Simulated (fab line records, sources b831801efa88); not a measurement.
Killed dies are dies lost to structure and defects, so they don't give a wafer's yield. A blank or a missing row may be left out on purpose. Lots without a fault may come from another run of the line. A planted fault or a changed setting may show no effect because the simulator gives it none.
Which tool did it? | flow gf180mcu | 7 lots, 21 wafers sampled, at 2 steps of a route of 602

WHAT THE GAUGES READ, wafer by wafer
GF_PSD_RS_MEAS_14: measures by four-point-probe.
lot  | measured     | on            | NSD_RS (ohm/sq)
L585 | day 14 16:52 | film_metro-04 | 46.17 46.11 46.11
L587 | day 15 07:37 | film_metro-02 | 46.24 46.16 46.17
L589 | day 15 21:22 | film_metro-03 | 46.09 46.11 46.00
L592 | day 17 04:31 | film_metro-02 | 46.19 46.32 46.22
L594 | day 17 23:26 | film_metro-03 | 45.94 46.04 45.87
L605 | day 21 16:52 | film_metro-04 | 46.71 46.58 46.71
L607 | day 22 07:40 | film_metro-02 | 46.14 46.15 46.37

WHICH TOOL RAN EACH LOT (tool, then ch and the chambers of the sampled wafers, then the start)
lot  | GF_NSD_IMPLANT_10
L585 | implanter-04 ch 0, day 13 19:01
L587 | implanter-03 ch 0, day 14 09:17
L589 | implanter-03 ch 0, day 14 22:31
L592 | implanter-04 ch 0, day 16 05:01
L594 | implanter-02 ch 0, day 16 23:28
L605 | implanter-02 ch 0, day 20 16:32
L607 | implanter-03 ch 0, day 21 07:15
- GF_NSD_IMPLANT_10

THE ANSWER, worked out from the rows above alone
Rule: what is usual is taken from the lots themselves. Put in order of their means at a reading, lots are off if they are a third of the lots or fewer, leave a main group of 4 or more, and stand apart from it by a gap of 3 or more times the standard deviation of the main group's means; of several such gaps the widest counts. A main group whose means are all the same, to the digits that the tables above print for the reading, isn't used. A lot without any number at a reading at which 4 lots or more have one is off too. The other lots that the step has rows for count as sound.
Off: L605, at GF_PSD_RS_MEAS_14 (NSD_RS). The main group: mean 46.13 ohm/sq, standard deviation 0.1.
A tool fits if, at a process step before that reading, it ran every lot that is off, and no sound lot after the first of them. The gauges at GF_PSD_RS_MEAS_14 are tried like those tools. Can't be told from this: 2 tools fit, implanter-02 at GF_NSD_IMPLANT_10, film_metro-04 at GF_PSD_RS_MEAS_14.

WHAT THE SIMULATOR HAD PUT IN
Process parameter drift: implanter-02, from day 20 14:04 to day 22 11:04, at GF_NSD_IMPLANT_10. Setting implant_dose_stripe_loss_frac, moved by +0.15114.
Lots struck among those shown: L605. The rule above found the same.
